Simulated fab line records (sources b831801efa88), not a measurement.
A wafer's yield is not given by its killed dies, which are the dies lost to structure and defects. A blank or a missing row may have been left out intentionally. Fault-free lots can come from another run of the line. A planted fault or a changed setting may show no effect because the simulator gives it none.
fab line records + flow sfqLine
[record]
- lots = 7
- wafers = 18
- lastDay = 83
route steps=325 shown I3@141 M4@148
lots that met no fault: taken from a fault-free run of the same line
startH: start of the lot's first displayed wafer, in hours after the record's first day + waitH: hours from the lot's prior step to this one + " identical to the entry in the row above + L1.1+2: several wafers, shown together as one row + - no value present, or no start provided + * or withheld: withheld + < > ~ a bound
route shown NAME@n: NAME is a module with steps in the file, n the number in the route of the first one + usual: mean/standard deviation of fault-free wafers + same: alike in all rows + chamber/n: place in a boat + sites: per-site readings + _std_site: their standard deviation + _edge_site: mean of outer sites minus mean of inner sites + radiusMm: how far each site lies from the wafer's centre + mask NAME#n: copy n + behind: the last tool/chamber to shape the wafer + hold: cause of the lot's hold/its duration in hours/its outcome + device: the transistor (n, p or np) that didn't switch + end of line: the route-end tests of the same wafers + a step without rows: its recipe alone + killed: not the wafer's yield, but the dies lost to structure and defects at the first sort + map: dies across one wafer; x = killed, . = not, _ = none there
set.NAME: setting as actually run; set.NAME@STEP: the setting as run at that earlier step + model.NAME: the simulator's own value behind a step, which no gauge read
certain route steps with their lots: each step a table, each wafer a row
services: a tool's chamber out of use, with start hour (startH, from the record's first day; less than 0 if before it), hours out, and reason
[[steps]]
[step SFQ_TRILAYER_I3_VIA_LITHO_PEB_088]
[recipe]
- pebTempC = 115
- pebTimeS = 60
- resist = KrF
[step SFQ_TRILAYER_I3_VIA_LITHO_DEVELOP_087]
[recipe]
- timeS = 60
- resist = KrF
[step SFQ_I3_OVL_MEAS_923]
[usual]
- I3_OVL = 0/5.7
| lot.wafer | tool       | chamber | startH  | waitH | I3_OVL[nm] |
|-----------|------------|---------|---------|-------|------------|
| L529.2    | overlay-01 | -       | 874.23  | 0.1   | -2         |
| L529.4    | "          | -       | "       | "     | -2         |
| L529.6    | "          | -       | "       | "     | -1         |
| L532.2    | overlay-02 | -       | 937.54  | 0.1   | 6          |
| L532.3    | "          | -       | "       | "     | 4          |
| L532.5    | "          | -       | "       | "     | 4          |
| L541.1    | overlay-01 | -       | 1014.91 | 0.1   | -5         |
| L541.4    | "          | -       | "       | "     | -1         |
| L543.2    | overlay-02 | -       | 1021.04 | 0.1   | 4          |
| L543.4    | "          | -       | "       | "     | -5         |
| L543.5    | "          | -       | "       | "     | -9         |
| L544.1    | overlay-01 | -       | 1036.64 | 0.1   | 10         |
| L544.4    | "          | -       | "       | "     | 2          |
| L545.1    | overlay-02 | -       | 1041.44 | 0.1   | -6         |
| L545.2    | "          | -       | "       | "     | 5          |
| L546.3    | overlay-01 | -       | 1045.05 | 0.1   | -8         |
| L546.4    | "          | -       | "       | "     | 2          |
| L546.5    | "          | -       | "       | "     | -8         |
[step SFQ_TRILAYER_I3_VIA_BARC_OPEN_VIA_ETCH_121]
[recipe]
- maskMaterial = PR
- chemistry = O2
- targetDepthNm = 125
- target = BARC
- sourceW = 500
- biasW = 80
- pressureMtorr = 30
- timeS = 41.7
[usual]
- drypumpMotorCurrentA = 5.6/0.43
- oesProductAu = 0.685/0.0048
| lot.wafer | tool       | chamber | startH  | waitH | drypumpMotorCurrentA | oesProductAu | rfHoursCounterH |
|-----------|------------|---------|---------|-------|----------------------|--------------|-----------------|
| L529.2    | rieDiel-04 | 3       | 874.26  | 0.0   | 5.6                  | 0.693        | 14              |
| L529.4    | "          | 0       | "       | "     | 6.1                  | 0.682        | 23              |
| L529.6    | "          | 2       | "       | "     | 5.5                  | 0.687        | -               |
| L532.2    | rieDiel-02 | 0       | 937.57  | 0.0   | 6.3                  | 0.688        | 21              |
| L532.3    | "          | 1       | "       | "     | 5.1                  | 0.689        | 7               |
| L532.5    | "          | 0       | "       | "     | 6.3                  | 0.687        | -               |
| L541.1    | rieDiel-02 | 1       | 1014.95 | 0.0   | 5.1                  | 0.680        | 9               |
| L541.4    | "          | 3       | "       | "     | 5.3                  | 0.690        | 20              |
| L543.2    | rieDiel-01 | 0       | 1021.07 | 0.0   | 5.9                  | 0.687        | 18              |
| L543.4    | "          | 3       | "       | "     | 5.1                  | 0.685        | 7               |
| L543.5    | "          | 1       | "       | "     | 5.8                  | 0.687        | -               |
| L544.1    | rieDiel-01 | 0       | 1036.67 | 0.0   | 5.9                  | 0.687        | 19              |
| L544.4    | "          | 1       | "       | "     | 5.8                  | 0.685        | 16              |
| L545.1    | rieDiel-01 | 1       | 1041.47 | 0.0   | 5.8                  | 0.692        | 16              |
| L545.2    | "          | 2       | "       | "     | 5.6                  | 0.685        | 3               |
| L546.3    | rieDiel-02 | 2       | 1045.07 | 0.0   | 5.6                  | 0.700        | 17              |
| L546.4    | "          | 1       | "       | "     | 5.1                  | 0.694        | 10              |
| L546.5    | "          | 3       | "       | "     | 5.3                  | 0.683        | -               |
[step SFQ_TRILAYER_I3_VIA_ETCH_VIA_ETCH_088]
[recipe]
- target = SiO2
- stopOn = Nb
- maskMaterial = PR
- taperDeg = 20
- chemistry = CHF3
- targetDepthNm = 260
- sourceW = 500
- biasW = 80
- pressureMtorr = 30
- timeS = withheld
[step SFQ_TRILAYER_I3_VIA_STRIP_STRIP_089]
[recipe]
- gas = O2
- powerW = 200
- platenTempC = 40
- overashFraction = 0.65
- chemistry = O2
- pressureMtorr = 50
[usual]
- drypumpMotorCurrentA = 5.8/0.47
- oesProductAu = 0.998/0.0086
| lot.wafer | tool        | chamber | startH  | waitH | drypumpMotorCurrentA | oesProductAu | rfHoursCounterH |
|-----------|-------------|---------|---------|-------|----------------------|--------------|-----------------|
| L529.2    | rieMetal-02 | 0       | 874.41  | -     | 6.6                  | 0.974        | 39              |
| L529.4    | "           | 1       | "       | "     | 5.9                  | 1.000        | -               |
| L529.6    | "           | 1       | "       | "     | 5.9                  | 0.989        | -               |
| L532.2    | rieMetal-01 | 1       | 937.72  | -     | 5.7                  | 1.006        | 131             |
| L532.3    | "           | 1       | "       | "     | 5.7                  | 1.006        | -               |
| L532.5    | "           | 0       | "       | "     | 5.3                  | 1.009        | -               |
| L541.1    | rieMetal-04 | 1       | 1015.10 | -     | 5.3                  | 1.014        | 106             |
| L541.4    | "           | 1       | "       | "     | 5.3                  | 0.994        | -               |
| L543.2    | rieMetal-02 | 0       | 1021.23 | -     | 6.6                  | 0.997        | 57              |
| L543.4    | "           | 1       | "       | "     | 5.9                  | 0.987        | -               |
| L543.5    | "           | 0       | "       | "     | 6.6                  | 0.996        | -               |
| L544.1    | rieMetal-01 | 0       | 1036.83 | -     | 5.3                  | 1.006        | 16              |
| L544.4    | "           | 0       | "       | "     | 5.3                  | 1.001        | -               |
| L545.1    | rieMetal-04 | 0       | 1041.63 | -     | 6.2                  | 0.993        | 101             |
| L545.2    | "           | 1       | "       | "     | 5.3                  | 1.000        | 111             |
| L546.3    | rieMetal-02 | 1       | 1045.43 | -     | 5.9                  | 0.991        | -               |
| L546.4    | "           | 0       | "       | "     | 6.6                  | 0.983        | -               |
| L546.5    | "           | 0       | "       | "     | 6.6                  | 0.988        | -               |
[step SFQ_TRILAYER_I3_VIA_STRIP_SOLV_CLEAN_090]
[recipe]
- chemistry = NMP
- tempC = 70
- timeS = 600
[step SFQ_TRILAYER_M4_DEP_PRE_CLEAN_092]
[recipe]
- gas = Ar
- timeS = 22.5
- biasV = 250
[step SFQ_TRILAYER_M4_DEP_SPUTTER_091]
[recipe]
- material = Nb
- basePressurePa = 1.33e-06
- chamberPressurePa = 0.1333
- substrateTempC = 20
- resputterCathodeVoltageV = 400
- targetThkNm = 200
- powerW = 2000
- timeS = 133.3
[usual]
- cathodeDcPowerW = 2000.0/0.37
- throttleValvePct = 30.0/1.1
| lot.wafer | tool          | chamber | startH  | waitH | cathodeDcPowerW | throttleValvePct |
|-----------|---------------|---------|---------|-------|-----------------|------------------|
| L529.2    | pvdSputter-05 | -       | 875.25  | 0.0   | 2000.3          | 31.4             |
| L529.4    | "             | -       | "       | "     | 1999.6          | 29.7             |
| L529.6    | "             | -       | "       | "     | 1999.9          | 31.5             |
| L532.2    | pvdSputter-03 | -       | 938.53  | 0.0   | 1999.6          | 29.0             |
| L532.3    | "             | -       | "       | "     | 2000.2          | 31.6             |
| L532.5    | "             | -       | "       | "     | 2000.1          | 31.8             |
| L541.1    | pvdSputter-05 | -       | 1015.91 | 0.0   | 2000.2          | 29.9             |
| L541.4    | "             | -       | "       | "     | 1999.9          | 31.0             |
| L543.2    | pvdSputter-03 | -       | 1022.03 | 0.0   | 2000.3          | 31.6             |
| L543.4    | "             | -       | "       | "     | 2000.7          | 29.3             |
| L543.5    | "             | -       | "       | "     | 2000.0          | 31.6             |
| L544.1    | pvdSputter-03 | -       | 1038.23 | 0.0   | 1999.8          | 29.3             |
| L544.4    | "             | -       | "       | "     | 2000.1          | 29.0             |
| L545.1    | pvdSputter-06 | -       | 1042.43 | 0.0   | 2000.6          | 29.4             |
| L545.2    | "             | -       | "       | "     | 1999.9          | 29.1             |
| L546.3    | pvdSputter-03 | -       | 1046.03 | 0.0   | 1999.4          | 29.0             |
| L546.4    | "             | -       | "       | "     | 1999.9          | 31.4             |
| L546.5    | "             | -       | "       | "     | 2000.2          | 30.4             |
[step SFQ_M4_RS_MEAS_924]
[recipe]
- thkMeasGauge = four-point-probe
- reads = Nb_of_TRILAYER_M4_DEP_SPUTTER_091
[usual]
- M4_NB_RS = 0.892/0.0074
| lot.wafer | tool         | chamber | startH  | waitH | M4_NB_RS[ohm/sq] |
|-----------|--------------|---------|---------|-------|------------------|
| L529.2    | filmMetro-03 | -       | 875.36  | 0.1   | 0.899            |
| L529.4    | "            | -       | "       | "     | 0.891            |
| L529.6    | "            | -       | "       | "     | 0.897            |
| L532.2    | filmMetro-02 | -       | 938.64  | 0.1   | 0.891            |
| L532.3    | "            | -       | "       | "     | 0.889            |
| L532.5    | "            | -       | "       | "     | 0.886            |
| L541.1    | filmMetro-01 | -       | 1016.00 | 0.0   | 0.895            |
| L541.4    | "            | -       | "       | "     | 0.897            |
| L543.2    | filmMetro-03 | -       | 1022.14 | 0.1   | 0.882            |
| L543.4    | "            | -       | "       | "     | 0.885            |
| L543.5    | "            | -       | "       | "     | 0.881            |
| L544.1    | filmMetro-03 | -       | 1038.32 | 0.0   | 0.898            |
| L544.4    | "            | -       | "       | "     | 0.898            |
| L545.1    | filmMetro-03 | -       | 1042.52 | 0.0   | 0.887            |
| L545.2    | "            | -       | "       | "     | 0.889            |
| L546.3    | filmMetro-01 | -       | 1046.16 | 0.1   | 0.899            |
| L546.4    | "            | -       | "       | "     | 0.902            |
| L546.5    | "            | -       | "       | "     | 0.899            |
[step SFQ_TRILAYER_M4_LITHO_COAT_098]
[recipe]
- resist = BARC
- spinRpm = 3000
- resistThkNm = 62
[step SFQ_TRILAYER_M4_LITHO_COAT_093]
[recipe]
- resist = KrF
- spinRpm = 3000
- resistThkNm = 600
[usual]
- chillPlateTempC = 22.99/0.11
| lot.wafer | tool          | chamber | startH  | waitH | chillPlateTempC | model.KrF_of_TRILAYER_M4_LITHO_COAT_093.thkNm |
|-----------|---------------|---------|---------|-------|-----------------|-----------------------------------------------|
| L529.2    | lithoTrack-04 | 0       | 875.87  | 0.2   | 22.80           | 602.2                                         |
| L529.4    | "             | 0       | "       | "     | 22.91           | 601.1                                         |
| L529.6    | "             | 0       | "       | "     | 22.89           | 603.6                                         |
| L532.2    | lithoTrack-02 | 0       | 939.15  | 0.2   | 22.95           | 595.6                                         |
| L532.3    | "             | 0       | "       | "     | 23.19           | 596.5                                         |
| L532.5    | "             | 0       | "       | "     | 23.00           | 595.8                                         |
| L541.1    | lithoTrack-04 | 0       | 1016.48 | 0.2   | 22.99           | 667.3                                         |
| L541.4    | "             | 0       | "       | "     | 23.24           | 669.9                                         |
| L543.2    | lithoTrack-02 | 0       | 1022.65 | 0.2   | 23.04           | 602.4                                         |
| L543.4    | "             | 0       | "       | "     | 23.06           | 601                                           |
| L543.5    | "             | 0       | "       | "     | 22.89           | 600.1                                         |
| L544.1    | lithoTrack-04 | 0       | 1038.80 | 0.2   | 22.91           | 658.8                                         |
| L544.4    | "             | 0       | "       | "     | 23.15           | 658.9                                         |
| L545.1    | lithoTrack-04 | 0       | 1043.00 | 0.2   | 22.97           | 665.4                                         |
| L545.2    | "             | 0       | "       | "     | 22.98           | 603.3                                         |
| L546.3    | lithoTrack-01 | 0       | 1046.70 | 0.2   | 23.09           | 602.1                                         |
| L546.4    | "             | 0       | "       | "     | 23.12           | 600.6                                         |
| L546.5    | "             | 0       | "       | "     | 23.14           | 600.9                                         |
[step SFQ_TRILAYER_M4_LITHO_SOFTBAKE_097]
[recipe]
- tempC = withheld
- timeS = withheld
- resist = KrF
[step SFQ_TRILAYER_M4_LITHO_EXPOSE_094]
[recipe]
- maskId = M4
- na = 0.6
- sourceShape = conventional
- sigmaOuter = 0.65
- targetCdNm = 500
- doseMj = 14.4
[step SFQ_TRILAYER_M4_LITHO_PEB_096]
[recipe]
- pebTempC = 115
- pebTimeS = 60
- resist = KrF
[step SFQ_TRILAYER_M4_LITHO_DEVELOP_095]
[recipe]
- timeS = 60
- resist = KrF
[step SFQ_M4_OVL_MEAS_926]
[usual]
- M4_OVL = 3/4.7
| lot.wafer | tool       | chamber | startH  | waitH | M4_OVL[nm] |
|-----------|------------|---------|---------|-------|------------|
| L529.2    | overlay-02 | -       | 1013.72 | 0.1   | 4          |
| L529.4    | "          | -       | "       | "     | 0          |
| L529.6    | "          | -       | "       | "     | 6          |
| L532.2    | overlay-01 | -       | 1086.89 | 0.1   | 5          |
| L532.3    | "          | -       | "       | "     | 4          |
| L532.5    | "          | -       | "       | "     | 3          |
| L541.1    | overlay-02 | -       | 1158.83 | 0.1   | 5          |
| L541.4    | "          | -       | "       | "     | 10         |
| L543.2    | overlay-01 | -       | 1166.04 | 0.1   | 7          |
| L543.4    | "          | -       | "       | "     | 5          |
| L543.5    | "          | -       | "       | "     | -2         |
| L544.1    | overlay-01 | -       | 1182.96 | 0.1   | -2         |
| L544.4    | "          | -       | "       | "     | 4          |
| L545.1    | overlay-02 | -       | 1190.28 | 0.1   | 4          |
| L545.2    | "          | -       | "       | "     | 0          |
| L546.3    | overlay-01 | -       | 1192.70 | 0.1   | 2          |
| L546.4    | "          | -       | "       | "     | -2         |
| L546.5    | "          | -       | "       | "     | 0          |
[step SFQ_TRILAYER_M4_BARC_OPEN_METAL_ETCH_123]
[recipe]
- maskMaterial = PR
- chemistry = O2
- targetDepthNm = 125
- target = BARC
- icpW = 600
- biasW = 80
- pressureMtorr = 10
- timeS = 41.7
[usual]
- drypumpMotorCurrentA = 5.6/0.42
- oesProductAu = 0.685/0.0051
| lot.wafer | tool        | chamber | startH  | waitH | drypumpMotorCurrentA | oesProductAu | rfHoursCounterH |
|-----------|-------------|---------|---------|-------|----------------------|--------------|-----------------|
| L529.2    | rieMetal-03 | 1       | 1013.75 | 0.0   | 5.0                  | 0.690        | 62              |
| L529.4    | "           | 1       | "       | "     | 5.0                  | 0.686        | -               |
| L529.6    | "           | 0       | "       | "     | 5.9                  | 0.689        | -               |
| L532.2    | rieMetal-04 | 0       | 1086.92 | 0.0   | 6.2                  | 0.687        | 109             |
| L532.3    | "           | 0       | "       | "     | 6.2                  | 0.684        | -               |
| L532.5    | "           | 1       | "       | "     | 5.3                  | 0.687        | -               |
| L541.1    | rieMetal-04 | 0       | 1158.87 | 0.0   | 6.2                  | 0.684        | 116             |
| L541.4    | "           | 0       | "       | "     | 6.2                  | 0.678        | -               |
| L543.2    | rieMetal-04 | 0       | 1166.07 | 0.0   | 6.2                  | 0.681        | 117             |
| L543.4    | "           | 0       | "       | "     | 6.2                  | 0.692        | -               |
| L543.5    | "           | 0       | "       | "     | 6.2                  | 0.678        | -               |
| L544.1    | rieMetal-03 | 0       | 1182.99 | 0.0   | 6.0                  | 0.684        | 5               |
| L544.4    | "           | 1       | "       | "     | 5.0                  | 0.684        | -               |
| L545.1    | rieMetal-01 | 1       | 1190.32 | 0.0   | 5.7                  | 0.680        | 16              |
| L545.2    | "           | 0       | "       | "     | 5.3                  | 0.690        | 43              |
| L546.3    | rieMetal-01 | 0       | 1192.74 | 0.0   | 5.3                  | 0.682        | -               |
| L546.4    | "           | 1       | "       | "     | 5.6                  | 0.687        | -               |
| L546.5    | "           | 0       | "       | "     | 5.3                  | 0.683        | -               |
[step SFQ_TRILAYER_M4_ETCH_METAL_ETCH_096]
[recipe]
- target = Nb
- stopOn = SiO2
- maskMaterial = PR
- chemistry = Cl2/Ar
- targetDepthNm = 240
- icpW = 600
- biasW = 80
- pressureMtorr = 10
- timeS = 120
[usual]
- drypumpMotorCurrentA = 5.6/0.42
- oesProductAu = 0.893/0.0065
| lot.wafer | tool        | chamber | startH  | waitH | drypumpMotorCurrentA | oesProductAu | rfHoursCounterH | model.KrF_of_TRILAYER_M4_LITHO_COAT_093.thkNm |
|-----------|-------------|---------|---------|-------|----------------------|--------------|-----------------|-----------------------------------------------|
| L529.2    | rieMetal-03 | 1       | 1013.81 | 0.0   | 5.0                  | 0.890        | 62              | 382.8                                         |
| L529.4    | "           | 1       | "       | "     | 5.0                  | 0.899        | -               | 382.8                                         |
| L529.6    | "           | 0       | "       | "     | 5.9                  | 0.898        | -               | 382                                           |
| L532.2    | rieMetal-04 | 0       | 1086.98 | 0.0   | 6.2                  | 0.885        | 109             | 379.8                                         |
| L532.3    | "           | 0       | "       | "     | 6.2                  | 0.887        | -               | 380.8                                         |
| L532.5    | "           | 1       | "       | "     | 5.3                  | 0.897        | -               | 375.1                                         |
| L541.1    | rieMetal-04 | 0       | 1158.93 | 0.0   | 6.2                  | 0.883        | 116             | 450.3                                         |
| L541.4    | "           | 0       | "       | "     | 6.2                  | 0.899        | -               | 454.1                                         |
| L543.2    | rieMetal-04 | 0       | 1166.13 | 0.0   | 6.2                  | 0.904        | 117             | 384.8                                         |
| L543.4    | "           | 0       | "       | "     | 6.2                  | 0.903        | -               | 383.1                                         |
| L543.5    | "           | 0       | "       | "     | 6.2                  | 0.906        | -               | 382.3                                         |
| L544.1    | rieMetal-03 | 0       | 1183.05 | 0.0   | 5.9                  | 0.894        | 5               | 440.9                                         |
| L544.4    | "           | 1       | "       | "     | 5.0                  | 0.886        | -               | 440.8                                         |
| L545.1    | rieMetal-01 | 1       | 1190.38 | 0.0   | 5.7                  | 0.896        | 16              | 449.6                                         |
| L545.2    | "           | 0       | "       | "     | 5.3                  | 0.893        | 43              | 384.9                                         |
| L546.3    | rieMetal-01 | 0       | 1192.82 | 0.1   | 5.3                  | 0.891        | -               | 383.5                                         |
| L546.4    | "           | 1       | "       | "     | 5.7                  | 0.885        | -               | 384.1                                         |
| L546.5    | "           | 0       | "       | "     | 5.3                  | 0.898        | -               | 382.7                                         |
[step SFQ_TRILAYER_M4_STRIP_STRIP_097]
[recipe]
- gas = O2
- powerW = 200
- platenTempC = 40
- overashFraction = 0.65
- chemistry = O2
- pressureMtorr = 50
[usual]
- drypumpMotorCurrentA = 5.6/0.42
- oesProductAu = 0.999/0.0074
| lot.wafer | tool        | chamber | startH  | waitH | drypumpMotorCurrentA | oesProductAu | rfHoursCounterH |
|-----------|-------------|---------|---------|-------|----------------------|--------------|-----------------|
| L529.2    | rieMetal-03 | 1       | 1013.93 | 0.1   | 5.0                  | 0.986        | 63              |
| L529.4    | "           | 1       | "       | "     | 5.0                  | 0.992        | -               |
| L529.6    | "           | 0       | "       | "     | 6.0                  | 1.001        | -               |
| L532.2    | rieMetal-04 | 0       | 1087.10 | 0.1   | 6.2                  | 1.000        | 109             |
| L532.3    | "           | 0       | "       | "     | 6.2                  | 0.987        | -               |
| L532.5    | "           | 1       | "       | "     | 5.3                  | 1.011        | -               |
| L541.1    | rieMetal-04 | 0       | 1159.05 | 0.1   | 6.3                  | 0.994        | 116             |
| L541.4    | "           | 0       | "       | "     | 6.2                  | 0.998        | -               |
| L543.2    | rieMetal-04 | 0       | 1166.25 | 0.1   | 6.2                  | 0.998        | 117             |
| L543.4    | "           | 0       | "       | "     | 6.2                  | 1.000        | -               |
| L543.5    | "           | 0       | "       | "     | 6.2                  | 0.990        | -               |
| L544.1    | rieMetal-03 | 0       | 1183.18 | 0.1   | 6.0                  | 0.989        | 6               |
| L544.4    | "           | 1       | "       | "     | 5.0                  | 0.993        | -               |
| L545.1    | rieMetal-01 | 1       | 1190.50 | 0.1   | 5.6                  | 0.985        | 16              |
| L545.2    | "           | 0       | "       | "     | 5.3                  | 0.995        | 43              |
| L546.3    | rieMetal-01 | 0       | 1193.10 | 0.2   | 5.3                  | 1.009        | -               |
| L546.4    | "           | 1       | "       | "     | 5.7                  | 1.002        | -               |
| L546.5    | "           | 0       | "       | "     | 5.3                  | 1.004        | -               |
[[services]]
| tool          | chamber | startH  | hours | kind   |
|---------------|---------|---------|-------|--------|
| rieDiel-02    | 0       | 860.31  | 4.4   | repair |
| rieMetal-02   | 1       | 875.06  | 8.1   | repair |
| rieDiel-01    | 3       | 923.86  | 16.6  | repair |
| pvdSputter-05 | -       | 952.80  | 0.8   | repair |
| rieMetal-03   | -       | 953.10  | 2.8   | pm     |
| rieMetal-04   | -       | 954.34  | 0.5   | repair |
| pvdSputter-03 | -       | 968.75  | 3.4   | repair |
| rieMetal-04   | -       | 969.99  | 4.4   | repair |
| rieDiel-02    | 3       | 977.38  | 5.6   | repair |
| rieMetal-04   | 0       | 985.08  | 21.4  | repair |
| rieDiel-02    | 2       | 988.02  | 7.2   | repair |
| rieDiel-02    | -       | 1058.33 | 0.7   | repair |
| rieMetal-01   | 1       | 1072.21 | 14.3  | repair |
| rieDiel-01    | 2       | 1084.83 | 2.4   | repair |
| rieMetal-01   | -       | 1101.60 | 1.4   | pm     |
| rieDiel-01    | -       | 1106.14 | 2.8   | pm     |
| rieMetal-01   | 1       | 1114.51 | 17.4  | repair |
| rieDiel-02    | 3       | 1137.98 | 2.3   | repair |
| rieMetal-02   | -       | 1145.18 | 0.5   | repair |
| rieDiel-02    | 3       | 1152.37 | 1.6   | repair |
| rieMetal-02   | -       | 1173.26 | 2.8   | pm     |
| rieDiel-01    | 1       | 1175.30 | 4.2   | repair |
| rieDiel-01    | 1       | 1185.89 | 7.9   | repair |
| pvdSputter-03 | -       | 1191.48 | 3.7   | repair |
[[key]]
firstSign none at tools or gauges
[modelEffect]
- step = SFQ_TRILAYER_M4_LITHO_COAT_093
- value = KrF_of_TRILAYER_M4_LITHO_COAT_093.thkNm
- without = 602.4
- struck = 664.1
[modelEffect]
- step = SFQ_TRILAYER_M4_ETCH_METAL_ETCH_096
- value = KrF_of_TRILAYER_M4_LITHO_COAT_093.thkNm
- without = 385.5
- struck = 447.2
metAt SFQ_TRILAYER_M4_LITHO_COAT_093
struckWafers L541.1,L541.4,L544.1,L544.4,L545.1
onsetBetween 875.87 1016.48
[fault]
- kind = processParameterDrift
- tool = lithoTrack-04
- chamber = -
- onsetH = 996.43
- steps = SFQ_TRILAYER_M4_LITHO_COAT_093
- channel = resistThkNm
- offset = 61.458
- shape = step
- endH = 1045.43
- scope = struckWafersOnly
- actsIn = theseRecipesOnly
- stated = 600
